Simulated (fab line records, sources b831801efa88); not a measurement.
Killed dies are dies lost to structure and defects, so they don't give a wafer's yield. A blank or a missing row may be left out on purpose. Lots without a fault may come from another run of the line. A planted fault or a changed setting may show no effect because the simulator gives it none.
fab line records | flow gf180mcu
record lots=5 wafers=15 last_day=33
route steps=602 shown MVSD@76 MVPSD@78 VT_IMPLANT@90
lots that met no fault: from a run of the same line without faults
start_h: hours from the record's first day to the start of the lot's first wafer shown | wait_h: hours since the lot's step before | " the same as in the row above | L1.1+2: a row that stands for several wafers | - no value, or no start given | * or withheld: withheld | < > ~ a bound
route shown NAME@n: a module of which the file shows steps, and the number in the route of the first | usual: mean/standard deviation of fault-free wafers | same: alike in all rows | chamber/n: place in a boat | sites: the reading at each site | _std_site: their standard deviation | _edge_site: outer sites' mean less inner sites' | radius_mm: how far each site lies from the wafer's centre | mask NAME#n: copy n | behind: the tool/chamber that last shaped the wafer | hold: why the lot was held/for how many hours/how that ended | device: the transistor (n, p or np) that didn't switch | end of line: the same wafers' tests at the end of the route | a step without rows: its recipe alone | killed: dies lost to structure and defects at the first sort, not the wafer's yield | map: a wafer's dies, x killed, . not, _ none there
set.NAME: the setting as run; set.NAME@STEP: as run at that earlier step | model.NAME: the simulator's own value behind a step, which no gauge read
lots at some steps of the route; a table a step, a row a wafer
services: from which hour (start_h, from the record's first day; less than 0 if before it) a tool's chamber was out of use, for how many hours, and why
## steps
# step GF_MVSD_STRIP_10
# recipe chemistry=O2/N2 power_w=1400 pressure_mtorr=1500 platen_temp_c=250 o2_flow_sccm=3000 n2_flow_sccm=300 overash_fraction=0.5
# usual drypump_motor_current_A=5.8/0.4 heater_power_w=338/25 oes_product_au=0.722/0.0045 platen_temp_c=250.01/0.21 strip_time_to_endpoint_s=36.93/0.088
# columns lot.wafer tool chamber start_h wait_h drypump_motor_current_A heater_power_w oes_product_au platen_temp_c rf_hours_counter_h strip_time_to_endpoint_s
L549.2 plasma_asher-02 1 106.05 0.1 6.2 321 0.724 249.88 44 36.98
L549.3 " 1 " " 6.2 328 0.733 250.09 - 37.01
L549.6 " 0 " " 5.8 380 0.722 249.89 - 36.98
L553.1 plasma_asher-04 0 129.40 0.1 5.2 342 0.719 249.81 47 36.79
L553.2 " 1 " " 6.0 318 0.724 249.93 47 36.82
L553.3 " 0 " " 5.2 341 0.729 250.03 - 36.81
L555.1 plasma_asher-04 0 140.61 0.1 5.2 342 0.722 250.11 48 36.81
L555.3 " 0 " " 5.2 346 0.722 250.06 - 36.72
L555.5 " 1 " " 6.0 310 0.718 249.93 - 36.85
L562.4 plasma_asher-04 0 180.56 0.1 5.2 347 0.729 249.93 - 36.88
L562.5 " 0 " " 5.2 337 0.719 250.06 - 36.92
L562.6 " 1 " " 6.1 310 0.721 250.10 - 36.90
L564.1 plasma_asher-04 1 193.40 0.1 6.0 305 0.714 250.15 53 36.99
L564.3 " 1 " " 6.0 311 0.718 250.26 - 36.85
L564.6 " 1 " " 6.0 304 0.718 250.28 - 37.01
# step GF_MVSD_TW_MEAS_11
# usual MVSD_TW=1587/20
# columns lot.wafer tool chamber start_h wait_h MVSD_TW
L549.2 film_metro-03 - 106.16 0.1 1557
L549.3 " - " " 1551
L549.6 " - " " 1560
L553.1 film_metro-04 - 129.50 0.1 1573
L553.2 " - " " 1584
L553.3 " - " " 1579
L555.1 film_metro-01 - 140.71 0.1 1608
L555.3 " - " " 1623
L555.5 " - " " 1610
L562.4 film_metro-03 - 180.66 0.1 1574
L562.5 " - " " 1573
L562.6 " - " " 1577
L564.1 film_metro-03 - 193.50 0.1 1568
L564.3 " - " " 1569
L564.6 " - " " 1569
# step GF_MVPSD_DEHYDRATE_00
# recipe temp_c=200 time_s=60
# step GF_MVPSD_HMDS_01
# recipe prime_time_s=60 prime_temp_c=120
# step GF_MVPSD_COAT_02
# recipe spin_rpm=2000 resist_thk_nm=3000
# step GF_MVPSD_SOFTBAKE_03
# recipe temp_c=110 time_s=withheld
# step GF_MVPSD_EXPOSE_04
# recipe mask_id=MVPSD target_cd_nm=1000 na=0.6 source_shape=conventional sigma_outer=0.6 dose_mj=260
# step GF_MVPSD_PEB_05
# recipe temp_c=115 time_s=withheld
# step GF_MVPSD_DEVELOP_06
# recipe wall_angle_deg=90 develop_time_s=60 dev_temp_c=23
# step GF_MVPSD_OVL_MEAS_07
# usual MVPSD_OVL=0.9/1.6
# columns lot.wafer tool chamber start_h wait_h MVPSD_OVL[nm]
L549.2 overlay-01 - 120.87 - -0.4
L549.3 " - " " -0.9
L549.6 " - " " 0.6
L553.1 overlay-02 - 144.52 - 0.0
L553.2 " - " " 2.1
L553.3 " - " " 0.2
L555.1 overlay-02 - 155.72 - 1.0
L555.3 " - " " 1.1
L555.5 " - " " 3.7
L562.4 overlay-01 - 197.20 - 1.0
L562.5 " - " " -0.9
L562.6 " - " " 1.2
L564.1 overlay-02 - 210.82 - 1.0
L564.3 " - " " 1.6
L564.6 " - " " 1.0
# step GF_MVPSD_IMPLANT_08
# recipe species=B energy_kev=170 dose_cm2=1.5e+13 tilt_deg=0
# step GF_MVPSD_IMPLANT_09
# recipe species=B energy_kev=40 dose_cm2=5e+12 tilt_deg=0
# step GF_MVPSD_STRIP_10
# recipe chemistry=O2/N2 power_w=1400 pressure_mtorr=1500 platen_temp_c=250 o2_flow_sccm=3000 n2_flow_sccm=300 overash_fraction=0.5
# usual drypump_motor_current_A=5.8/0.43 heater_power_w=356/24 oes_product_au=0.723/0.0045 platen_temp_c=250.00/0.18 strip_time_to_endpoint_s=36.91/0.089
# columns lot.wafer tool chamber start_h wait_h drypump_motor_current_A heater_power_w oes_product_au platen_temp_c rf_hours_counter_h strip_time_to_endpoint_s model.coat_of_MVPSD_COAT_02.thk_nm
L549.2 plasma_asher-03 1 121.20 0.1 6.1 360 0.724 249.92 0 37.00 0
L549.3 " 0 " " 5.4 325 0.715 250.40 - 37.00 0
L549.6 " 1 " " 6.1 369 0.728 249.67 - 36.86 0
L553.1 plasma_asher-02 1 144.85 0.1 6.2 317 0.716 250.03 48 36.89 0
L553.2 " 0 " " 5.9 376 0.722 250.04 48 36.95 0
L553.3 " 0 " " 5.8 371 0.726 250.02 - 36.88 0
L555.1 plasma_asher-03 0 156.05 0.1 5.4 325 0.962 249.87 4 - 344.2
L555.3 " 0 " " 5.4 328 0.974 249.86 - - 344.7
L555.5 " 1 " " 6.0 361 0.961 250.22 - - 344.6
L562.4 plasma_asher-02 1 197.55 0.1 6.2 323 0.723 250.10 - 36.98 0
L562.5 " 1 " " 6.2 335 0.729 250.09 - 37.05 0
L562.6 " 0 " " 5.8 374 0.718 249.93 - 37.02 0
L564.1 plasma_asher-02 0 211.15 0.1 5.8 381 0.716 249.70 54 36.96 0
L564.3 " 1 " " 6.2 324 0.724 249.82 - 36.89 0
L564.6 " 1 " " 6.2 322 0.719 250.04 - 36.84 0
# step GF_MVPSD_TW_MEAS_11
# usual MVPSD_TW=556/6.6
# columns lot.wafer tool chamber start_h wait_h MVPSD_TW
L549.2 film_metro-01 - 121.31 0.1 562
L549.3 " - " " 560
L549.6 " - " " 562
L553.1 film_metro-03 - 144.95 0.1 547
L553.2 " - " " 547
L553.3 " - " " 553
L555.1 film_metro-03 - 156.15 0.1 549
L555.3 " - " " 552
L555.5 " - " " 550
L562.4 film_metro-04 - 197.64 0.1 554
L562.5 " - " " 553
L562.6 " - " " 553
L564.1 film_metro-04 - 211.25 0.1 553
L564.3 " - " " 552
L564.6 " - " " 552
# step GF_VT_IMPLANT_DEHYDRATE_00
# recipe temp_c=200 time_s=60
# step GF_VT_IMPLANT_HMDS_01
# recipe prime_time_s=60 prime_temp_c=120
# step GF_VT_IMPLANT_COAT_02
# recipe resist=NOVOLAK spin_rpm=3000 resist_thk_nm=1000
# step GF_VT_IMPLANT_SOFTBAKE_03
# recipe temp_c=90 time_s=60 resist=NOVOLAK
# step GF_VT_IMPLANT_EXPOSE_04
# recipe mask_id=LVPWELL_LV_AREA target_cd_nm=600 na=0.6 source_shape=conventional sigma_outer=0.6 dose_mj=140
# step GF_VT_IMPLANT_PEB_05
# recipe temp_c=withheld time_s=* resist=NOVOLAK
# step GF_VT_IMPLANT_DEVELOP_06
# recipe develop_time_s=60 dev_temp_c=23
# step GF_VT_IMPLANT_OVL_MEAS_07
# usual VT_IMPLANT_OVL=0.6/1.1
# columns lot.wafer tool chamber start_h wait_h VT_IMPLANT_OVL[nm]
L549.2 overlay-01 - 136.13 0.1 1.0
L549.3 " - " " -0.3
L549.6 " - " " -0.8
L553.1 overlay-01 - 160.93 0.1 0.0
L553.2 " - " " -1.0
L553.3 " - " " -0.3
L555.1 overlay-02 - 172.23 0.1 -1.0
L555.3 " - " " 0.1
L555.5 " - " " 0.9
L562.4 overlay-02 - 214.49 0.1 1.0
L562.5 " - " " 1.2
L562.6 " - " " 1.6
L564.1 overlay-01 - 227.98 0.1 0.5
L564.3 " - " " 0.2
L564.6 " - " " 2.1
# step GF_VT_IMPLANT_IMPLANT_08
# recipe species=BF2 energy_kev=20 dose_cm2=8.29e+12 tilt_deg=7
# step GF_VT_IMPLANT_STRIP_09
# recipe chemistry=O2/N2 power_w=1400 pressure_mtorr=1500 platen_temp_c=250 o2_flow_sccm=3000 n2_flow_sccm=300 overash_fraction=0.5
# usual drypump_motor_current_A=5.6/0.47 heater_power_w=350/26 oes_product_au=0.716/0.0046 platen_temp_c=250.00/0.2 strip_time_to_endpoint_s=12.655/0.03
# columns lot.wafer tool chamber start_h wait_h drypump_motor_current_A heater_power_w oes_product_au platen_temp_c rf_hours_counter_h strip_time_to_endpoint_s
L549.2 plasma_asher-03 1 136.31 0.1 6.1 379 0.716 249.96 2 12.607
L549.3 " 1 " " 6.1 363 0.727 250.00 - 12.644
L549.6 " 1 " " 6.1 363 0.725 249.83 - 12.665
L553.1 plasma_asher-01 0 161.11 0.1 5.9 373 0.714 249.96 39 12.651
L553.2 " 1 " " 4.8 377 0.714 250.05 39 12.672
L553.3 " 1 " " 4.8 374 0.716 249.73 - 12.672
L555.1 plasma_asher-03 0 172.41 0.1 5.4 324 0.720 250.01 7 17.793
L555.3 " 1 " " 6.1 361 0.720 250.33 - 17.807
L555.5 " 1 " " 6.1 372 0.709 250.02 - 17.816
L562.4 plasma_asher-03 0 214.70 0.1 5.4 334 0.723 250.10 - 12.632
L562.5 " 0 " " 5.4 332 0.710 250.44 - 12.665
L562.6 " 1 " " 6.1 370 0.716 250.01 - 12.664
L564.1 plasma_asher-04 0 228.16 0.1 5.2 342 0.719 250.14 57 12.642
L564.3 " 1 " " 6.1 310 0.722 249.77 - 12.639
L564.6 " 0 " " 5.2 347 0.716 250.02 - 12.693
# step GF_VT_IMPLANT_TW_MEAS_10
# usual VT_IMPLANT_TW=565/5.4
# columns lot.wafer tool chamber start_h wait_h VT_IMPLANT_TW
L549.2 film_metro-04 - 136.42 0.1 562
L549.3 " - " " 564
L549.6 " - " " 567
L553.1 film_metro-01 - 161.21 0.1 574
L553.2 " - " " 571
L553.3 " - " " 572
L555.1 film_metro-04 - 172.51 0.1 30
L555.3 " - " " 30
L555.5 " - " " 30
L562.4 film_metro-04 - 214.79 0.1 564
L562.5 " - " " 566
L562.6 " - " " 564
L564.1 film_metro-04 - 228.26 0.1 561
L564.3 " - " " 560
L564.6 " - " " 559
# step GF_VT_IMPLANT_DEHYDRATE_11
# recipe temp_c=200 time_s=60
## services
# columns tool chamber start_h hours kind
plasma_asher-02 - 97.04 2.4 repair
plasma_asher-02 - 108.58 4.0 pm
plasma_asher-03 - 108.77 9.0 pm
plasma_asher-03 0 108.77 9.0 vent_cycle
plasma_asher-03 1 108.77 9.0 vent_cycle
plasma_asher-03 0 117.77 - clean
plasma_asher-03 1 117.77 - clean
plasma_asher-01 - 134.51 1.3 repair
plasma_asher-04 - 139.58 0.6 repair
plasma_asher-01 - 141.30 7.3 repair
plasma_asher-02 - 162.56 3.5 repair
plasma_asher-04 - 164.45 2.8 pm
plasma_asher-02 - 184.19 0.7 repair
## key
first_sign step=GF_MVPSD_STRIP_10 reading=oes_product_au direction=up sigmas=54 usual=0.723 struck=0.965
effect step=GF_VT_IMPLANT_STRIP_09 reading=strip_time_to_endpoint_s direction=up sigmas=99+ usual=* struck=*
effect step=GF_VT_IMPLANT_TW_MEAS_10 reading=VT_IMPLANT_TW direction=down sigmas=99+ usual=565 struck=30
model_effect step=GF_MVPSD_STRIP_10 value=coat_of_MVPSD_COAT_02.thk_nm without=0 struck=344.5
met_at GF_MVPSD_STRIP_10
struck_wafers L555.1,L555.3,L555.5
sort_left_out L555.1,L555.3,L555.5
tester_left_out L555
onset_between 121.20 156.05
fault kind=strip_aborted tool=plasma_asher-03 chamber=- onset_h=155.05 steps=GF_MVPSD_STRIP_10 offset=0.42541 end_h=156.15
# tester_left_out: of these lots the tester's yield and bins aren't shown, on N5 and GAA mostly nor the transistor test; their killed dies are dies lost to structure and defects alone, not to doping, threshold or leakage, so they don't give the yield
# sort_left_out: the simulated sort isn't trusted on such a fault, so these wafers' sort isn't shown, and their yield isn't known
